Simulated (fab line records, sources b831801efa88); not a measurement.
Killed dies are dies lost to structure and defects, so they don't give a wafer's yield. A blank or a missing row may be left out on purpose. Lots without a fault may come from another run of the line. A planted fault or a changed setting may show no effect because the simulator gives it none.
fab line records | flow gf180mcu
record lots=12 wafers=36 last_day=34
route steps=602 shown M5@533 V5@562 TOP_METAL@569
lots that met no fault: from a run of the same line without faults
start_h: hours from the record's first day to the start of the lot's first wafer shown | wait_h: hours since the lot's step before | " the same as in the row above | L1.1+2: a row that stands for several wafers | - no value, or no start given | * or withheld: withheld | < > ~ a bound
route shown NAME@n: a module of which the file shows steps, and the number in the route of the first | usual: mean/standard deviation of fault-free wafers | same: alike in all rows | chamber/n: place in a boat | sites: the reading at each site | _std_site: their standard deviation | _edge_site: outer sites' mean less inner sites' | radius_mm: how far each site lies from the wafer's centre | mask NAME#n: copy n | behind: the tool/chamber that last shaped the wafer | hold: why the lot was held/for how many hours/how that ended | device: the transistor (n, p or np) that didn't switch | end of line: the same wafers' tests at the end of the route | a step without rows: its recipe alone | killed: dies lost to structure and defects at the first sort, not the wafer's yield | map: a wafer's dies, x killed, . not, _ none there
set.NAME: the setting as run; set.NAME@STEP: as run at that earlier step | model.NAME: the simulator's own value behind a step, which no gauge read
steps of the route over a sample of lots; a table a step, a row a wafer
services: from which hour (start_h, from the record's first day; less than 0 if before it) a tool's chamber was out of use, for how many hours, and why
## steps
# step GF_M5_CD_MEAS_07
# recipe target_cd_nm=280
# usual cd_nm=279.4/1.5
# columns lot.wafer tool chamber start_h wait_h cd_nm
L137.2 cd_sem-02 - 615.22 0.1 280.0
L137.4 " - " " 280.5
L137.6 " - " " 280.6
L138.1 cd_sem-01 - 636.41 0.1 279.7
L138.4 " - " " 280.1
L138.6 " - " " 278.4
L139.1 cd_sem-02 - 654.35 0.1 279.5
L139.5 " - " " 277.9
L139.6 " - " " 280.1
L141.1 cd_sem-01 - 658.46 0.1 282.6
L141.3 " - " " 281.6
L141.6 " - " " 281.3
L142.1 cd_sem-01 - 663.20 0.1 280.2
L142.2 " - " " 279.0
L142.4 " - " " 280.5
L149.1 cd_sem-02 - 712.65 0.1 279.3
L149.3 " - " " 279.7
L149.5 " - " " 279.3
L152.1 cd_sem-01 - 730.51 0.1 279.9
L152.2 " - " " 279.4
L152.3 " - " " 280.6
L155.2 cd_sem-01 - 756.67 0.1 280.2
L155.3 " - " " 280.3
L155.4 " - " " 280.7
L156.2 cd_sem-02 - 757.97 0.1 279.6
L156.3 " - " " 277.6
L156.6 " - " " 277.9
L157.1 cd_sem-02 - 761.80 0.1 277.1
L157.5 " - " " 277.6
L157.6 " - " " 277.0
L158.3 cd_sem-02 - 767.59 0.1 278.0
L158.5 " - " " 278.5
L158.6 " - " " 278.3
L159.3 cd_sem-01 - 773.09 0.1 277.6
L159.4 " - " " 277.9
L159.6 " - " " 279.3
# step GF_V5_SPUTTER_22
# recipe material=TiN target_thk_nm=10 chamber_pressure_pa=5 power_w=4000 time_s=40
# usual throttle_valve_pct=30.1/1.4
# columns lot.wafer tool chamber start_h wait_h throttle_valve_pct
L137.2 pvd_sputter-03 - 638.98 0.0 29.0
L137.4 " - " " 33.8
L137.6 " - " " 31.3
L138.1 pvd_sputter-01 - 659.10 0.0 29.1
L138.4 " - " " 30.3
L138.6 " - " " 30.3
L139.1 pvd_sputter-01 - 677.19 0.0 29.2
L139.5 " - " " 29.0
L139.6 " - " " 28.9
L141.1 pvd_sputter-01 - 681.04 0.0 29.0
L141.3 " - " " 29.1
L141.6 " - " " 30.4
L142.1 pvd_sputter-04 - 685.51 0.0 29.4
L142.2 " - " " 30.5
L142.4 " - " " 28.8
L149.1 pvd_sputter-01 - 732.52 0.0 30.6
L149.3 " - " " 28.7
L149.5 " - " " 29.0
L152.1 pvd_sputter-01 - 750.31 0.0 29.0
L152.2 " - " " 29.6
L152.3 " - " " 29.0
L155.2 pvd_sputter-03 - 775.50 0.0 33.5
L155.3 " - " " 29.8
L155.4 " - " " 30.1
L156.2 pvd_sputter-03 - 778.01 0.0 33.5
L156.3 " - " " 30.1
L156.6 " - " " 29.8
L157.1 pvd_sputter-03 - 780.84 0.0 33.1
L157.5 " - " " 30.0
L157.6 " - " " 33.6
L158.3 pvd_sputter-03 - 785.51 0.0 33.5
L158.5 " - " " 29.1
L158.6 " - " " 33.1
L159.3 pvd_sputter-01 - 791.46 0.0 29.6
L159.4 " - " " 30.5
L159.6 " - " " 28.9
# step GF_TOP_METAL_SPUTTER_02
# recipe material=AlCu target_thk_nm=900 power_w=10600 chamber_pressure_pa=0.3 substrate_temp_c=250 gas=Ar time_s=47.82
# usual throttle_valve_pct=30.5/1.3
# columns lot.wafer tool chamber start_h wait_h throttle_valve_pct
L137.2 pvd_sputter-03 - 639.74 0.0 29.9
L137.4 " - " " 31.1
L137.6 " - " " 29.0
L138.1 pvd_sputter-02 - 659.87 0.0 30.2
L138.4 " - " " 31.6
L138.6 " - " " 31.7
L139.1 pvd_sputter-02 - 677.96 0.0 29.5
L139.5 " - " " 29.9
L139.6 " - " " 29.8
L141.1 pvd_sputter-04 - 681.81 0.0 29.1
L141.3 " - " " 30.8
L141.6 " - " " 29.3
L142.1 pvd_sputter-03 - 686.27 0.0 33.3
L142.2 " - " " 29.9
L142.4 " - " " 31.3
L149.1 pvd_sputter-04 - 733.29 0.0 29.5
L149.3 " - " " 30.8
L149.5 " - " " 30.6
L152.1 pvd_sputter-04 - 751.24 0.0 30.2
L152.2 " - " " 29.3
L152.3 " - " " 29.0
L155.2 pvd_sputter-02 - 776.59 0.0 29.7
L155.3 " - " " 30.1
L155.4 " - " " 30.1
L156.2 pvd_sputter-03 - 778.97 0.0 30.0
L156.3 " - " " 29.1
L156.6 " - " " 29.8
L157.1 pvd_sputter-02 - 781.60 0.0 31.7
L157.5 " - " " 31.8
L157.6 " - " " 29.6
L158.3 pvd_sputter-03 - 786.27 0.0 29.8
L158.5 " - " " 33.7
L158.6 " - " " 30.0
L159.3 pvd_sputter-03 - 792.22 0.0 29.1
L159.4 " - " " 31.3
L159.6 " - " " 33.7
# step GF_TOP_METAL_RS_MEAS_05
# recipe thk_meas_gauge=four-point-probe reads=TiN_of_TOP_METAL_SPUTTER_04+Ti_of_TOP_METAL_SPUTTER_03+AlCu_of_TOP_METAL_SPUTTER_02+TiN_of_TOP_METAL_SPUTTER_01+Ti_of_TOP_METAL_SPUTTER_00
# usual TOP_METAL_ALCU_RS=0.0328/0.00034
# columns lot.wafer tool chamber start_h wait_h TOP_METAL_ALCU_RS[ohm/sq]
L137.2 film_metro-01 - 639.85 0.0 0.0323
L137.4 " - " " 0.0327
L137.6 " - " " 0.0324
L138.1 film_metro-01 - 659.96 0.0 0.0331
L138.4 " - " " 0.0332
L138.6 " - " " 0.0333
L139.1 film_metro-02 - 678.05 0.0 0.0329
L139.5 " - " " 0.0329
L139.6 " - " " 0.0334
L141.1 film_metro-04 - 681.90 0.0 0.0325
L141.3 " - " " 0.0329
L141.6 " - " " 0.0326
L142.1 film_metro-04 - 686.36 0.0 0.0329
L142.2 " - " " 0.0325
L142.4 " - " " 0.0327
L149.1 film_metro-04 - 733.38 0.0 0.0323
L149.3 " - " " 0.0328
L149.5 " - " " 0.0327
L152.1 film_metro-02 - 751.33 0.0 0.0349
L152.2 " - " " 0.0332
L152.3 " - " " 0.0331
L155.2 film_metro-04 - 776.70 0.0 0.0328
L155.3 " - " " 0.0329
L155.4 " - " " 0.0335
L156.2 film_metro-02 - 779.08 0.0 0.0327
L156.3 " - " " 0.0323
L156.6 " - " " 0.0325
L157.1 film_metro-04 - 781.69 0.0 0.0331
L157.5 " - " " 0.0332
L157.6 " - " " 0.0326
L158.3 film_metro-04 - 786.40 0.1 0.0333
L158.5 " - " " 0.0332
L158.6 " - " " 0.0335
L159.3 film_metro-01 - 792.35 0.1 0.0324
L159.4 " - " " 0.0326
L159.6 " - " " 0.0324
# step GF_TOP_METAL_THK_MEAS_06
# recipe thk_meas_gauge=xrf reads=AlCu_of_TOP_METAL_SPUTTER_02
# usual TOP_METAL_ALCU_THK=898/10
# columns lot.wafer tool chamber start_h wait_h TOP_METAL_ALCU_THK[nm]
L137.2 film_metro-01 - 639.96 0.1 905
L137.4 " - " " 900
L137.6 " - " " 904
L138.1 film_metro-01 - 660.08 0.1 887
L138.4 " - " " 883
L138.6 " - " " 883
L139.1 film_metro-02 - 678.17 0.1 903
L139.5 " - " " 903
L139.6 " - " " 889
L141.1 film_metro-04 - 682.02 0.1 904
L141.3 " - " " 890
L141.6 " - " " 903
L142.1 film_metro-04 - 686.48 0.1 890
L142.2 " - " " 895
L142.4 " - " " 900
L149.1 film_metro-04 - 733.50 0.1 909
L149.3 " - " " 896
L149.5 " - " " 903
L152.1 film_metro-02 - 751.45 0.1 845
L152.2 " - " " 893
L152.3 " - " " 895
L155.2 film_metro-04 - 776.81 0.1 895
L155.3 " - " " 895
L155.4 " - " " 877
L156.2 film_metro-02 - 779.19 0.1 912
L156.3 " - " " 915
L156.6 " - " " 911
L157.1 film_metro-04 - 781.81 0.1 889
L157.5 " - " " 887
L157.6 " - " " 899
L158.3 film_metro-04 - 786.50 0.1 880
L158.5 " - " " 884
L158.6 " - " " 882
L159.3 film_metro-01 - 792.45 0.1 904
L159.4 " - " " 902
L159.6 " - " " 906
# step GF_TOP_METAL_OVL_MEAS_15
# usual TOP_METAL_OVL=0.1/1.5
# columns lot.wafer tool chamber start_h wait_h TOP_METAL_OVL[nm]
L137.2 overlay-02 - 660.63 0.1 0.8
L137.4 " - " " -0.9
L137.6 " - " " 0.3
L138.1 overlay-01 - 679.77 0.1 -0.5
L138.4 " - " " 0.7
L138.6 " - " " 0.7
L139.1 overlay-01 - 697.05 0.1 -1.1
L139.5 " - " " -1.0
L139.6 " - " " -1.3
L141.1 overlay-02 - 701.45 0.1 -2.5
L141.3 " - " " -2.4
L141.6 " - " " -0.6
L142.1 overlay-02 - 705.95 0.1 0.2
L142.2 " - " " 0.8
L142.4 " - " " 0.5
L149.1 overlay-01 - 750.98 0.1 -0.6
L149.3 " - " " -0.9
L149.5 " - " " -0.3
L152.1 overlay-02 - 768.60 0.1 -0.2
L152.2 " - " " 0.7
L152.3 " - " " 1.1
L155.2 overlay-01 - 792.23 0.1 1.0
L155.3 " - " " 0.3
L155.4 " - " " -0.9
L156.2 overlay-02 - 794.71 0.1 -2.1
L156.3 " - " " 0.7
L156.6 " - " " 1.6
L157.1 overlay-02 - 798.17 0.1 0.6
L157.5 " - " " 0.0
L157.6 " - " " -2.8
L158.3 overlay-02 - 802.23 0.1 -0.7
L158.5 " - " " -0.8
L158.6 " - " " 0.7
L159.3 overlay-01 - 807.94 0.1 0.4
L159.4 " - " " 0.7
L159.6 " - " " 0.9
## services
# columns tool chamber start_h hours kind
pvd_sputter-02 - 628.19 1.6 repair
pvd_sputter-01 - 628.97 1.1 repair
pvd_sputter-02 1 631.04 - consumable_replace:kit
pvd_sputter-02 1 631.04 18.0 scheduled_down
pvd_sputter-02 1 631.04 18.0 vent_cycle
pvd_sputter-03 3 639.83 - consumable_replace:kit
pvd_sputter-03 3 639.83 18.0 scheduled_down
pvd_sputter-03 3 639.83 18.0 vent_cycle
pvd_sputter-04 - 643.96 1.3 repair
pvd_sputter-02 - 651.07 2.7 repair
pvd_sputter-04 - 656.90 14.3 repair
pvd_sputter-02 - 706.57 2.4 repair
pvd_sputter-03 - 706.87 6.7 repair
pvd_sputter-04 - 712.19 1.7 repair
pvd_sputter-03 2 722.65 - consumable_replace:kit
pvd_sputter-03 2 722.65 18.0 scheduled_down
pvd_sputter-03 2 722.65 18.0 vent_cycle
pvd_sputter-02 0 743.81 - consumable_replace:kit
pvd_sputter-02 0 743.81 18.0 scheduled_down
pvd_sputter-02 0 743.81 18.0 vent_cycle
pvd_sputter-04 0 756.92 - consumable_replace:kit
pvd_sputter-03 1 770.28 - consumable_replace:kit
pvd_sputter-03 1 770.28 18.0 scheduled_down
pvd_sputter-03 1 770.28 18.0 vent_cycle
## key
first_sign step=GF_TOP_METAL_RS_MEAS_05 reading=TOP_METAL_ALCU_RS direction=up sigmas=6.1 usual=0.0328 struck=0.0349
effect step=GF_TOP_METAL_THK_MEAS_06 reading=TOP_METAL_ALCU_THK direction=down sigmas=5.2 usual=898 struck=845
met_at GF_TOP_METAL_SPUTTER_02
struck_lots L152
struck_wafers L152.1
not_acting_at GF_M5_CD_MEAS_07,GF_V5_SPUTTER_22,GF_TOP_METAL_OVL_MEAS_15
onset_between 733.29 751.24
fault kind=process_parameter_drift tool=pvd_sputter-04 chamber=- onset_h=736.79 steps=GF_TOP_METAL_SPUTTER_02 channel=time_s offset=* shape=step end_h=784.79 acts_in=* stated=* scope=struck_wafers_only
